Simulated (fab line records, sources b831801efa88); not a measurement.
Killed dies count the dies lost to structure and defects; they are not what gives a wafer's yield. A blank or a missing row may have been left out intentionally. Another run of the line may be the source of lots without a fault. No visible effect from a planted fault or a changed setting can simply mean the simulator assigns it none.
fab line records	flow sky130
record: lots: 6	wafers: 18	lastDay: 49
route steps=708 shown LOCAL_INTERCONNECT@396 CONTACT@406 PAD_OPEN@708
lots untouched by any fault: they come from a run of this same line in which no faults occurred
startH: the number of hours between the record's first day and the start of the first shown wafer of the lot	waitH: how many hours have passed since the lot's step before this one	" same as the row above	L1.1+2: several wafers, shown together as one row	- either no value or no given start	* or withheld: withheld	< > ~ a bound
route shown NAME@n: NAME is a module with steps in the file, n the number in the route of the first one	usual: mean/standard deviation taken from wafers without a fault	same: alike in all rows	chamber/n: place in a boat	sites: the reading at each site	_std_site: standard deviation across them	_edge_site: the outer-site mean with the inner-site mean subtracted	radiusMm: how far each site lies from the wafer's centre	mask NAME#n: copy n	behind: the tool/chamber that last shaped the wafer	hold: reason for holding the lot/hours on hold/outcome of the hold	device: the transistor (n, p or np) that didn't switch	end of line: the route-end tests of the same wafers	step lacking rows: just its recipe	killed: dies that structure and defects cost at the first sort, which is not the same as the wafer's yield	map: a wafer's dies, marking killed ones x, the rest . and places with no die _
set.NAME: setting as actually run; set.NAME@STEP: the setting as run at that earlier step	model.NAME: the simulator's own value behind a step, which no gauge read
a table for each step, a row for each wafer; lots at some steps of the route
services: the hour from which a tool's chamber was out of use, counted from the record's first day as startH (under 0 if before that day), plus the number of hours and why
== steps ==
step: SKY_LOCAL_INTERCONNECT_PEB_09
recipe: pebTempC: withheld	pebTimeS: withheld	resist: KrF-thick
step: SKY_LOCAL_INTERCONNECT_DEVELOP_10
recipe: developTimeS: 60	resist: KrF-thick	devTempC: 21
step: SKY_LOCAL_INTERCONNECT_CD_MEAS_11
recipe: targetCdNm: 170
usual: cdNm: 170.1/1.3
lot.wafer	tool	chamber	startH	waitH	cdNm
L472.1	cdSem-02	-	749.07	-	171.2
L472.2	"	-	"	"	171.4
L472.3	"	-	"	"	170.6
L476.3	cdSem-02	-	759.41	-	171.0
L476.5	"	-	"	"	170.3
L476.6	"	-	"	"	170.2
L485.2	cdSem-02	-	825.74	-	171.2
L485.4	"	-	"	"	170.3
L485.5	"	-	"	"	170.5
L486.1	cdSem-02	-	835.77	-	172.0
L486.4	"	-	"	"	170.2
L486.5	"	-	"	"	171.0
L487.1	cdSem-01	-	847.77	-	168.7
L487.3	"	-	"	"	171.1
L487.4	"	-	"	"	169.7
L489.3	cdSem-01	-	865.56	-	169.4
L489.4	"	-	"	"	169.1
L489.5	"	-	"	"	169.8
step: SKY_LOCAL_INTERCONNECT_OVL_MEAS_12
usual: LOCAL_INTERCONNECT_OVL: -3/5.1
lot.wafer	tool	chamber	startH	waitH	LOCAL_INTERCONNECT_OVL[nm]
L472.1	overlay-01	-	749.19	0.1	-6
L472.2	"	-	"	"	-1
L472.3	"	-	"	"	-3
L476.3	overlay-02	-	759.50	0.1	-11
L476.5	"	-	"	"	-4
L476.6	"	-	"	"	-11
L485.2	overlay-02	-	825.84	0.1	2
L485.4	"	-	"	"	-4
L485.5	"	-	"	"	2
L486.1	overlay-02	-	835.89	0.1	-3
L486.4	"	-	"	"	0
L486.5	"	-	"	"	-2
L487.1	overlay-01	-	847.89	0.1	-8
L487.3	"	-	"	"	-7
L487.4	"	-	"	"	-6
L489.3	overlay-01	-	865.65	0.1	-17
L489.4	"	-	"	"	-12
L489.5	"	-	"	"	-11
step: SKY_LOCAL_INTERCONNECT_ETCH_13
recipe: chemistry: N2/H2	target: BARC	ionEnergyEv: 200	biasW: 100	pressureMtorr: 30	n2FlowSccm: 100	h2FlowSccm: 200	icpW: 500	stopOn: SiO2	timeS: 45.9	targetDepthA: 600
step: SKY_LOCAL_INTERCONNECT_METAL_ETCH_14
recipe: targetDepthNm: 110	stopOn: PSG	chemistry: Cl2/BCl3	target: TiN	resistSidewallDeg: 88	pressureMtorr: 10	icpW: 900	biasW: 48.5	Cl2_flow_sccm: 60	bcl3FlowSccm: 30	timeS: 31.4
step: SKY_LOCAL_INTERCONNECT_STRIP_15
recipe: chemistry: O2/N2	powerW: 1400	pressureMtorr: 1476	platenTempC: withheld	o2FlowSccm: 3000	n2FlowSccm: 300	overashFraction: 0.5
usual: drypumpMotorCurrentA: 5.7/0.38	oesProductAu: 0.427/0.0045	stripTimeToEndpointS: 4.745/0.019
lot.wafer	tool	chamber	startH	waitH	drypumpMotorCurrentA	oesProductAu	rfHoursCounterH	stripTimeToEndpointS
L472.1	plasmaAsher-01	0	749.34	0.0	5.7	0.427	58	4.732
L472.2	"	1	"	"	5.4	0.428	58	4.733
L472.3	"	0	"	"	5.7	0.426	-	4.693
L476.3	plasmaAsher-03	1	759.78	0.1	5.9	0.429	-	4.730
L476.5	"	0	"	"	6.0	0.433	-	4.732
L476.6	"	1	"	"	5.9	0.426	-	4.720
L485.2	plasmaAsher-01	0	826.10	0.1	5.6	0.428	66	4.764
L485.4	"	0	"	"	5.7	0.422	-	4.770
L485.5	"	1	"	"	5.4	0.421	-	4.768
L486.1	plasmaAsher-01	0	836.04	0.0	5.6	0.431	66	4.794
L486.4	"	0	"	"	5.6	0.433	-	4.749
L486.5	"	1	"	"	5.4	0.426	-	4.749
L487.1	plasmaAsher-03	0	848.04	0.0	6.0	0.429	99	4.736
L487.3	"	0	"	"	6.0	0.431	-	4.760
L487.4	"	1	"	"	5.9	0.428	-	4.752
L489.3	plasmaAsher-03	1	865.82	0.1	5.9	0.426	-	4.768
L489.4	"	0	"	"	6.0	0.425	-	4.784
L489.5	"	1	"	"	5.9	0.425	-	4.755
step: SKY_LOCAL_INTERCONNECT_STRIP_16
recipe: chemistry: postEtchResidueRemover	timeS: 1200	tempC: 72.5
step: SKY_LOCAL_INTERCONNECT_CLEAN_17
recipe: chemistry: IPA	timeS: 180	tempC: 25
step: SKY_LOCAL_INTERCONNECT_CLEAN_18
recipe: chemistry: O3/DIW	dry: n2Spin
step: SKY_CONTACT_CVD_00
recipe: material: Si3N4	targetThkNm: 75	tempC: 400	timeS: withheld	rfW: 450
usual: heaterPowerW: 735/120
lot.wafer	tool	chamber	startH	waitH	heaterPowerW
L472.1	pecvd-02	2	749.93	0.0	780
L472.2	"	0	"	"	543
L472.3	"	1	"	"	780
L476.3	pecvd-03	0	760.34	0.0	750
L476.5	"	2	"	"	830
L476.6	"	1	"	"	589
L485.2	pecvd-01	2	826.72	0.0	647
L485.4	"	0	"	"	947
L485.5	"	1	"	"	650
L486.1	pecvd-02	0	836.67	0.0	567
L486.4	"	0	"	"	550
L486.5	"	2	"	"	763
L487.1	pecvd-02	1	848.71	0.0	685
L487.3	"	2	"	"	730
L487.4	"	2	"	"	756
L489.3	pecvd-01	0	866.39	0.0	860
L489.4	"	1	"	"	569
L489.5	"	0	"	"	900
step: SKY_CONTACT_THK_MEAS_01
recipe: reads: Si3N4_of_CONTACT_CVD_00
usual: CONTACT_CVD_00_THK: 74.9/0.92
lot.wafer	tool	chamber	startH	waitH	CONTACT_CVD_00_THK[nm]
L472.1	filmMetro-01	-	749.96	-	74.7
L472.2	"	-	"	"	75.3
L472.3	"	-	"	"	74.5
L476.3	filmMetro-02	-	760.40	-	75.2
L476.5	"	-	"	"	75.9
L476.6	"	-	"	"	75.4
L485.2	filmMetro-02	-	826.77	-	73.2
L485.4	"	-	"	"	74.8
L485.5	"	-	"	"	75.1
L486.1	filmMetro-01	-	836.72	-	74.3
L486.4	"	-	"	"	74.9
L486.5	"	-	"	"	74.1
L487.1	filmMetro-03	-	848.75	-	74.2
L487.3	"	-	"	"	74.2
L487.4	"	-	"	"	75.7
L489.3	filmMetro-01	-	866.44	-	74.7
L489.4	"	-	"	"	75.3
L489.5	"	-	"	"	75.9
step: SKY_CONTACT_HDPCVD_02
recipe: material: SiO2	targetThkNm: 565	sigmaOpenFrac: 0.3	timeS: 94.2	tempC: 600	sih4FlowSccm: 60	pressureMtorr: 6
lot.wafer	tool	chamber	startH	waitH
L472.1+2+3	hdpcvd-02	1,0,2	750.02	0.1
L476.3+5+6	hdpcvd-02	2,0,1	760.44	0.0
L485.2+4+5	hdpcvd-02	1,1,0	826.82	0.0
L486.1+4+5	hdpcvd-01	2,2,1	836.78	0.1
L487.1+3+4	hdpcvd-01	2,0,2	848.81	0.1
L489.3+4+5	hdpcvd-02	0,0,1	866.48	0.0
step: SKY_CONTACT_THK_MEAS_03
recipe: reads: SiO2_of_CONTACT_HDPCVD_02
usual: CONTACT_HDPCVD_THK: 567/5
lot.wafer	tool	chamber	startH	waitH	hold	CONTACT_HDPCVD_THK[nm]
L472.1	filmMetro-02	-	750.09	0.0	-	558
L472.2	"	-	"	"	-	565
L472.3	"	-	"	"	-	565
L476.3	filmMetro-03	-	760.52	0.1	-	565
L476.5	"	-	"	"	-	564
L476.6	"	-	"	"	-	560
L485.2	filmMetro-03	-	826.90	0.0	awaitDispo/0.2h/release	562
L485.4	"	-	"	"	awaitDispo/0.2h/release	568
L485.5	"	-	"	"	awaitDispo/0.2h/release	457
L485.2	filmMetro-03	-	827.12	0.2	-	562
L485.4	"	-	"	"	-	569
L485.5	"	-	"	"	-	457
L486.1	filmMetro-03	-	836.85	0.0	-	569
L486.4	"	-	"	"	-	557
L486.5	"	-	"	"	-	566
L487.1	filmMetro-01	-	848.87	0.0	-	569
L487.3	"	-	"	"	-	566
L487.4	"	-	"	"	-	567
L489.3	filmMetro-02	-	866.57	0.1	awaitDispo/0.2h/release	447
L489.4	"	-	"	"	awaitDispo/0.2h/release	445
L489.5	"	-	"	"	awaitDispo/0.2h/release	554
L489.3	filmMetro-02	-	866.80	0.2	-	447
L489.4	"	-	"	"	-	445
L489.5	"	-	"	"	-	554
step: SKY_CONTACT_CMP_04
recipe: material: SiO2	downForcePsi: 4	platenRpm: 60	padVelocityMS: 0.94248
usual: edgeZonePressureFrac: 1.000/0.0045	motorCurrentA: 12.3/1.3	timeToEndpointS: 85/4.2
lot.wafer	tool	chamber	startH	waitH	hold	edgeZonePressureFrac	motorCurrentA	timeToEndpointS
L472.1	cmp-01	2	750.15	0.1	-	0.999	11.4	78
L472.3	"	0	"	"	-	1.006	14.0	79
L472.2	"	1	"	"	-	1.006	12.7	80
L476.3	cmp-02	1	760.61	0.1	-	1.004	13.3	82
L476.6	"	0	"	"	-	1.006	11.6	78
L476.5	"	1	"	"	-	1.005	14.1	83
L485.2	cmp-01	3	830.37	3.2	awaitDispo/2.2h/release	1.000	10.8	83
L485.4	"	0	"	"	awaitDispo/2.2h/release	1.004	14.4	88
L485.5	"	0	"	"	awaitDispo/2.2h/release	1.001	13.9	90
L486.1	cmp-02	3	836.96	0.1	-	1.004	11.4	90
L486.4	"	0	"	"	-	1.003	11.1	83
L486.5	"	2	"	"	-	1.003	13.4	86
L487.4	cmp-02	0	848.93	0.0	-	1.003	10.5	80
L487.1	"	1	"	"	-	0.989	13.2	85
L487.3	"	2	"	"	-	0.999	12.8	80
L489.3	cmp-02	3	870.45	3.6	awaitDispo/3.6h/release	1.001	11.5	83
L489.4	"	0	"	"	awaitDispo/3.6h/release	0.998	11.7	77
L489.5	"	3	"	"	awaitDispo/3.6h/release	1.000	11.4	78
step: SKY_CONTACT_BOW_MEAS_05
recipe: mode: bow
usual: CONTACT_BOW: 80/6.9
lot.wafer	tool	chamber	startH	waitH	CONTACT_BOW[um]
L472.1	filmMetro-03	-	750.45	0.2	82
L472.2	"	-	"	"	94
L472.3	"	-	"	"	67
L476.3	filmMetro-03	-	760.90	0.2	77
L476.5	"	-	"	"	87
L476.6	"	-	"	"	84
L485.2	filmMetro-02	-	830.69	0.3	94
L485.4	"	-	"	"	84
L485.5	"	-	"	"	74
L486.1	filmMetro-01	-	837.21	0.2	75
L486.4	"	-	"	"	88
L486.5	"	-	"	"	75
L487.1	filmMetro-03	-	849.23	0.2	81
L487.3	"	-	"	"	88
L487.4	"	-	"	"	84
L489.3	filmMetro-02	-	870.88	0.4	83
L489.4	"	-	"	"	84
L489.5	"	-	"	"	77
step: SKY_CONTACT_DEHYDRATE_06
recipe: tempC: 200	timeS: 60
step: SKY_CONTACT_HMDS_07
recipe: primeTimeS: 60	primeTempC: 120
step: SKY_CONTACT_COAT_08
recipe: resist: BARC	tempC: withheld	timeS: withheld	spinRpm: 3000	resistThkNm: 60
step: SKY_CONTACT_COAT_09
recipe: resist: KrF-thick	spinRpm: 3000	resistThkNm: 450
step: SKY_CONTACT_SOFTBAKE_10
recipe: tempC: 100	timeS: 88.51	resist: KrF-thick
step: SKY_CONTACT_EXPOSE_11
recipe: maskId: CTM1	na: 0.8	sourceShape: annular	sigmaInner: 0.55	sigmaOuter: 0.85	targetCdNm: 170	doseMj: 38
step: SKY_CONTACT_PEB_12
recipe: pebTempC: withheld	pebTimeS: withheld	resist: KrF-thick
step: SKY_CONTACT_DEVELOP_13
recipe: developTimeS: 60	resist: KrF-thick	devTempC: 21
step: SKY_CONTACT_CD_MEAS_14
recipe: targetCdNm: 170
usual: cdNm: 170.0/1.4
lot.wafer	tool	chamber	startH	waitH	cdNm
L472.1	cdSem-02	-	776.51	-	168.3
L472.2	"	-	"	"	168.2
L472.3	"	-	"	"	168.0
L476.3	cdSem-01	-	787.31	-	170.5
L476.5	"	-	"	"	170.1
L476.6	"	-	"	"	170.1
L485.2	cdSem-01	-	854.28	-	170.3
L485.4	"	-	"	"	169.1
L485.5	"	-	"	"	169.5
L486.1	cdSem-01	-	865.17	-	172.6
L486.4	"	-	"	"	172.2
L486.5	"	-	"	"	171.6
L487.1	cdSem-01	-	876.92	-	169.8
L487.3	"	-	"	"	168.4
L487.4	"	-	"	"	170.0
L489.3	cdSem-02	-	894.52	-	171.0
L489.4	"	-	"	"	170.8
L489.5	"	-	"	"	170.1
step: SKY_CONTACT_OVL_MEAS_15
usual: CONTACT_OVL: -3/6.2
lot.wafer	tool	chamber	startH	waitH	CONTACT_OVL[nm]
L472.1	overlay-01	-	776.63	0.1	8
L472.2	"	-	"	"	-12
L472.3	"	-	"	"	-8
L476.3	overlay-01	-	787.40	0.1	1
L476.5	"	-	"	"	0
L476.6	"	-	"	"	-7
L485.2	overlay-02	-	854.38	0.1	-13
L485.4	"	-	"	"	-13
L485.5	"	-	"	"	-8
L486.1	overlay-01	-	865.29	0.1	5
L486.4	"	-	"	"	3
L486.5	"	-	"	"	-3
L487.1	overlay-02	-	877.04	0.1	-11
L487.3	"	-	"	"	1
L487.4	"	-	"	"	0
L489.3	overlay-01	-	894.62	0.1	-8
L489.4	"	-	"	"	-8
L489.5	"	-	"	"	-9
step: SKY_CONTACT_ETCH_16
recipe: chemistry: N2/H2	target: BARC	ionEnergyEv: 200	sourceW: 500	biasW: 100	pressureMtorr: 30	n2FlowSccm: 100	h2FlowSccm: 200	stopOn: SiO2	timeS: 45.9	targetDepthA: 600
usual: drypumpMotorCurrentA: 5.8/0.33	oesProductAu: 0.855/0.0049	throttleValvePct: 13.225/0.0086
lot.wafer	tool	chamber	startH	waitH	drypumpMotorCurrentA	oesProductAu	rfHoursCounterH	throttleValvePct
L472.1	rieDiel-04	3	776.66	0.0	5.1	0.854	12	13.230
L472.2	"	1	"	"	5.7	0.858	4	13.246
L472.3	"	0	"	"	6.1	0.855	15	13.209
L476.3	rieDiel-02	1	787.42	0.0	5.9	0.850	9	13.225
L476.5	"	3	"	"	5.6	0.859	-	13.236
L476.6	"	2	"	"	6.2	0.856	-	13.214
L485.2	rieDiel-04	3	854.41	0.0	5.1	0.847	15	13.217
L485.4	"	0	"	"	6.1	0.865	17	13.217
L485.5	"	1	"	"	5.7	0.856	-	13.232
L486.1	rieDiel-02	1	865.32	0.0	5.9	0.858	12	13.216
L486.4	"	3	"	"	5.6	0.851	22	13.227
L486.5	"	0	"	"	5.6	0.858	-	13.232
L487.1	rieDiel-02	0	877.07	0.0	5.6	0.857	2	13.226
L487.3	"	2	"	"	6.1	0.858	21	13.207
L487.4	"	1	"	"	5.9	0.853	12	13.219
L489.3	rieDiel-02	1	894.64	0.0	5.9	0.854	13	13.229
L489.4	"	2	"	"	6.2	0.859	22	13.220
L489.5	"	1	"	"	5.9	0.862	-	13.239
step: SKY_CONTACT_ETCH_17
recipe: target: SiO2	chemistry: C4F8/O2/Ar	stopOn: Si3N4	maskMaterial: KrF-thick	sourceW: 1500	biasW: 1200	pressureMtorr: 40	c4f8FlowSccm: withheld	O2_flow_sccm: 6	Ar_flow_sccm: 300	timeS: withheld	targetDepthA: 3400
usual: oesProductAu: 0.892/0.0046
lot.wafer	tool	chamber	startH	waitH	oesProductAu
L472.1	rieDiel-04	3	776.71	0.0	0.885
L472.2	"	1	"	"	0.890
L472.3	"	0	"	"	0.887
L476.3	rieDiel-02	1	787.46	0.0	0.892
L476.5	"	3	"	"	0.884
L476.6	"	2	"	"	0.890
L485.2	rieDiel-04	3	854.46	0.0	0.889
L485.4	"	0	"	"	0.894
L485.5	"	1	"	"	0.728
L486.1	rieDiel-02	1	865.36	0.0	0.891
L486.4	"	3	"	"	0.891
L486.5	"	0	"	"	0.890
L487.1	rieDiel-02	0	877.11	0.0	0.885
L487.3	"	2	"	"	0.895
L487.4	"	1	"	"	0.895
L489.3	rieDiel-02	1	894.68	0.0	0.722
L489.4	"	2	"	"	0.713
L489.5	"	1	"	"	0.895
step: SKY_CONTACT_ETCH_18
recipe: target: Si3N4	chemistry: CHF3/O2	stopOn: TiN	sourceW: 600	biasW: 200	pressureMtorr: 40	chf3FlowSccm: 50	O2_flow_sccm: 5	timeS: 39	targetDepthA: 750
usual: drypumpMotorCurrentA: 5.8/0.33	oesProductAu: 0.854/0.0073	throttleValvePct: 8.793/0.0087
lot.wafer	tool	chamber	startH	waitH	drypumpMotorCurrentA	oesProductAu	rfHoursCounterH	throttleValvePct
L472.1	rieDiel-04	3	-	-	5.1	0.860	12	8.792
L472.2	"	1	"	"	5.7	0.857	4	8.781
L472.3	"	0	"	"	6.1	0.843	15	8.785
L476.3	rieDiel-02	1	-	-	5.9	0.860	9	8.786
L476.5	"	3	"	"	5.7	0.860	-	8.804
L476.6	"	2	"	"	6.2	0.862	-	8.798
L485.2	rieDiel-04	3	-	-	5.1	0.842	15	8.773
L485.4	"	0	"	"	6.1	0.852	17	8.787
L485.5	"	1	"	"	5.7	0.859	-	8.786
L486.1	rieDiel-02	1	-	-	5.9	0.843	12	8.797
L486.4	"	3	"	"	5.6	0.862	22	8.788
L486.5	"	0	"	"	5.6	0.846	-	8.807
L487.1	rieDiel-02	0	-	-	5.6	0.855	2	8.788
L487.3	"	2	"	"	6.2	0.856	21	8.783
L487.4	"	1	"	"	5.9	0.853	12	8.796
L489.3	rieDiel-02	1	-	-	5.9	0.852	13	8.795
L489.4	"	2	"	"	6.2	0.849	22	8.786
L489.5	"	1	"	"	5.9	0.863	-	8.796
step: SKY_PAD_OPEN_PROBE_99
usual: killed_at_M0_to_M3: 44/6.6	killed_at_M4_up: 3.0/2	killedAtContacts: 24/5.1	killedAtFrontEnd: 15/4.1	killedAtOther: 0.4/0.62	killedDies: 86/9.3	killedOnRim: 17/3.7	killedOpen: 46/6.8	killedShort: 40/5.8
same: grossDies: 492	killedAtBackSide: 0
lot.wafer	tool	chamber	startH	waitH	hold	killed_at_M0_to_M3	killed_at_M4_up	killedAtContacts	killedAtFrontEnd	killedAtOther	killedDies	killedOnRim	killedOpen	killedShort
L472.1	prober-02	-	1106.46	0.1	-	48	5	27	11	1	92	21	44	47
L472.2	prober-02	-	1106.51	0.1	-	46	1	25	19	2	93	20	46	47
L472.3	prober-02	-	1106.56	0.2	-	50	3	19	16	1	89	20	45	43
L476.3	prober-01	-	1116.80	0.2	-	43	1	26	27	0	97	13	47	50
L476.5	prober-01	-	1116.90	0.2	-	47	3	36	21	0	107	16	69	38
L476.6	prober-01	-	1116.95	0.2	-	53	0	32	22	1	108	17	56	52
L485.2	prober-02	-	1164.73	0.1	awaitDispo/1.7h/release	38	1	23	5	0	67	14	31	35
L485.4	prober-02	-	1164.83	0.2	awaitDispo/1.7h/release	39	1	21	11	0	72	11	39	33
L485.5	prober-02	-	1164.88	0.2	awaitDispo/1.7h/release	55	1	85	11	0	152	69	50	45
L486.1	prober-01	-	1169.38	0.1	-	41	1	18	20	1	81	17	41	40
L486.4	prober-01	-	1169.53	0.2	-	38	1	31	13	1	84	20	52	32
L486.5	prober-01	-	1169.58	0.2	-	27	3	28	18	1	77	19	40	37
L489.3	prober-01	-	1187.54	0.2	awaitDispo/3.1h/release	46	1	82	14	0	143	63	43	44
L489.4	prober-01	-	1187.59	0.2	awaitDispo/3.1h/release	48	1	79	9	2	139	70	47	28
L489.5	prober-01	-	1187.64	0.2	awaitDispo/3.1h/release	33	1	22	10	1	67	14	37	30
killed by level:class
L472.1 CONTACT:geometricParticle:open=12 VIA1:geometricParticle:open=10 LOCAL_INTERCONNECT:geometricParticle:short=7 METAL1:geometricParticle:short=7 VIA2:geometricParticle:open=7 VIA1:geometricParticle:short=6 VIA3:geometricParticle:short=4 METAL2:geometricParticle:short=4
L472.2 LI_CONTACT:geometricParticle:open=8 VIA1:geometricParticle:open=8 METAL2:geometricParticle:short=6 FIELD_ISO:geometricParticle:open=5 POLY_GATE:geometricParticle:short=5 POLY_GATE:geometricParticle:open=5 LOCAL_INTERCONNECT:geometricParticle:short=5 METAL1:geometricParticle:short=5
L472.3 VIA1:geometricParticle:open=13 CONTACT:geometricParticle:open=9 VIA1:geometricParticle:short=8 VIA2:geometricParticle:open=8 POLY_GATE:geometricParticle:open=5 METAL1:geometricParticle:short=5 FIELD_ISO:geometricParticle:open=4 METAL3:geometricParticle:short=4
L476.3 CONTACT:geometricParticle:open=9 METAL2:geometricParticle:short=8 POLY_GATE:geometricParticle:short=7 LI_CONTACT:geometricParticle:open=7 METAL1:geometricParticle:short=7 POLY_GATE:geometricParticle:open=6 CONTACT:geometricParticle:short=6 VIA3:geometricParticle:open=6
L476.5 VIA1:geometricParticle:open=16 CONTACT:geometricParticle:open=13 LI_CONTACT:geometricParticle:open=10 POLY_GATE:geometricParticle:open=9 VIA2:geometricParticle:open=8 FIELD_ISO:geometricParticle:open=6 POLY_GATE:geometricParticle:short=5 CONTACT:geometricParticle:short=5
L476.6 VIA1:geometricParticle:open=12 METAL1:geometricParticle:short=11 VIA1:geometricParticle:short=11 CONTACT:geometricParticle:open=9 LI_CONTACT:geometricParticle:open=7 VIA2:geometricParticle:open=7 FIELD_ISO:geometricParticle:open=6 POLY_GATE:geometricParticle:open=5
L485.2 VIA1:geometricParticle:open=8 CONTACT:geometricParticle:short=7 LI_CONTACT:geometricParticle:open=5 VIA3:geometricParticle:open=5 CONTACT:geometricParticle:open=4 METAL1:geometricParticle:short=4 VIA2:geometricParticle:open=4 VIA2:geometricParticle:short=4
L485.4 VIA1:geometricParticle:open=12 CONTACT:geometricParticle:open=7 METAL1:geometricParticle:short=7 CONTACT:geometricParticle:short=5 VIA3:geometricParticle:short=5 LI_CONTACT:geometricParticle:short=4 VIA2:geometricParticle:open=4 FIELD_ISO:geometricParticle:open=3
L485.5 CONTACT:areaHdpcvd=54 CONTACT:geometricParticle:open=11 VIA1:geometricParticle:open=11 VIA3:geometricParticle:open=9 LOCAL_INTERCONNECT:geometricParticle:short=7 VIA2:geometricParticle:open=7 VIA2:geometricParticle:short=6 VIA3:geometricParticle:short=5
L486.1 LI_CONTACT:geometricParticle:open=7 VIA1:geometricParticle:open=7 FIELD_ISO:geometricParticle:short=6 VIA1:geometricParticle:short=6 METAL3:geometricParticle:short=6 CONTACT:geometricParticle:open=5 METAL1:geometricParticle:short=5 METAL2:geometricParticle:short=5
L486.4 LI_CONTACT:geometricParticle:open=11 CONTACT:geometricParticle:open=10 VIA1:geometricParticle:open=10 METAL2:geometricParticle:short=7 CONTACT:geometricParticle:short=4 VIA2:geometricParticle:open=4 VIA3:geometricParticle:open=4 FIELD_ISO:geometricParticle:open=3
L486.5 CONTACT:geometricParticle:open=11 LI_CONTACT:geometricParticle:open=7 METAL1:geometricParticle:short=6 VIA1:geometricParticle:open=6 LOCAL_INTERCONNECT:geometricParticle:short=5 FIELD_ISO:geometricParticle:open=4 FIELD_ISO:geometricParticle:short=4 VIA1:geometricParticle:short=4
L489.3 CONTACT:areaHdpcvd=56 VIA1:geometricParticle:open=14 CONTACT:geometricParticle:open=11 METAL2:geometricParticle:short=7 LOCAL_INTERCONNECT:geometricParticle:short=6 METAL1:geometricParticle:short=5 LI_CONTACT:geometricParticle:open=5 METAL3:geometricParticle:short=5
L489.4 CONTACT:areaHdpcvd=64 VIA1:geometricParticle:open=15 VIA2:geometricParticle:open=11 LI_CONTACT:geometricParticle:open=6 METAL1:geometricParticle:short=5 VIA3:geometricParticle:open=4 FIELD_ISO:geometricParticle:short=3 CONTACT:geometricParticle:open=3
L489.5 VIA1:geometricParticle:open=9 CONTACT:geometricParticle:open=8 CONTACT:geometricParticle:short=6 VIA3:geometricParticle:open=6 VIA2:geometricParticle:open=5 METAL2:geometricParticle:short=5 FIELD_ISO:geometricParticle:short=3 LOCAL_INTERCONNECT:geometricParticle:short=3
map L485.5 (x killed, . not)
__________x.xxxxx.xx_________
________xxx..xx...xxxx_______
______x.xx.....x......xx_____
_____x...x...x....x...xxx____
____.x.x......x..........x___
___xxxx.x...x.............x__
__xx...........x..x......xxx_
_x.x.....xx........x.x.....x.
_xx.......x....xxx.x.xx...x.x
_x....x.....xxx......x.x..xx.
_x...................x.x.....
_x.........x.........x..xx...
_xxx.x...x......x.xx.x.x..xx.
_x.x..x..........x......x..xx
_xx...x...................xxx
__x.....x........x..x......._
___.x...x..x...............__
____x..x.........x.x.....x___
_____xx...xx..x.x......xx____
______xx..x..x.x....xx.x_____
________xxx..x.x..xxx._______
__________xxx.xxx.xx_________
map L489.3 (x killed, . not)
__________xxxx.xxxxx_________
________xxxx.x.xxx...x_______
______xxx.......x...xxxx_____
_____xxxx....x..x.......x____
____x.x.x........x...x...x___
___xxx.....................__
__x........x..........x...x._
_xx...x..x.xxx....x....x....x
_x..x.x.xx...x..............x
_x.....x.x........xx...x.x.xx
_x.x.......x............x..xx
_xx..xx..x...x.x.x...x......x
_xxx......xxx.....xx......xx.
_x..x.......x.....x....x.x..x
_x.x........x....x......xx..x
__x......x.....x...........x_
___.......................x__
____.......x...xx...x..x.x___
_____xx.x...............x____
______x..xx...........xx_____
________x.x....x..x..x_______
__________xx..x.x.xx_________
== services ==
tool	chamber	startH	hours	kind
rieDiel-02	0	725.68	8.4	repair
cmp-02	-	731.74	2.2	repair
rieDiel-04	0	733.10	4.0	repair
rieDiel-04	2	738.13	6.0	repair
cmp-02	-	744.00	4.0	pm
pecvd-02	-	744.19	0.6	repair
hdpcvd-01	-	769.32	0.8	repair
pecvd-01	-	771.26	0.7	repair
rieDiel-02	-	776.54	2.8	pm
pecvd-01	1	779.34	16.0	repair
cmp-01	-	781.42	4.2	pm
rieDiel-02	0	790.09	-	clean
rieDiel-02	0	790.09	17.5	scheduledDown
hdpcvd-02	-	795.60	0.6	repair
pecvd-02	0	799.72	11.1	repair
rieDiel-02	0	819.26	1.8	repair
pecvd-02	2	819.45	3.6	repair
plasmaAsher-01	-	832.91	2.8	pm
cmp-02	-	860.25	0.6	repair
rieDiel-02	-	864.44	0.2	repair
pecvd-03	-	867.69	14.6	pm
pecvd-01	0	878.74	10.2	repair
hdpcvd-01	1	883.11	5.9	repair
cmp-02	-	890.01	0.8	repair
== key ==
firstSign: step: SKY_CONTACT_THK_MEAS_03	reading: visit	direction: added
effect: step: SKY_CONTACT_THK_MEAS_03	reading: CONTACT_HDPCVD_THK	direction: down	sigmas: 23	usual: 567	struck: 450
effect: step: SKY_CONTACT_ETCH_17	reading: oesProductAu	direction: down	sigmas: 37	usual: 0.892	struck: 0.721
effect: step: SKY_PAD_OPEN_PROBE_99	reading: killedAtContacts	direction: up	sigmas: 11	usual: 24	struck: 82
moreKillsBornAt: SKY_CONTACT_HDPCVD_02@hdpcvd-02: 174
metAt SKY_CONTACT_HDPCVD_02
struckWafers L485.5,L489.3,L489.4
testerLeftOut L485,L489
onsetBetween 760.44 826.82
fault: kind: siteProfileDrift	tool: hdpcvd-02	chamber: 0	onsetH: 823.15	steps: SKY_CONTACT_HDPCVD_02	basis: fraction	maxAbsDrift: 0.45183	slopeSharePerHr: 100.41	sitePattern: 0,0,0,0,0,-1,-1,-1,-1
testerLeftOut: of these lots the tester's yield and bins aren't shown, on N5 and GAA mostly nor the transistor test; their killed dies are dies lost to structure and defects alone, not to doping, threshold or leakage, so they don't give the yield
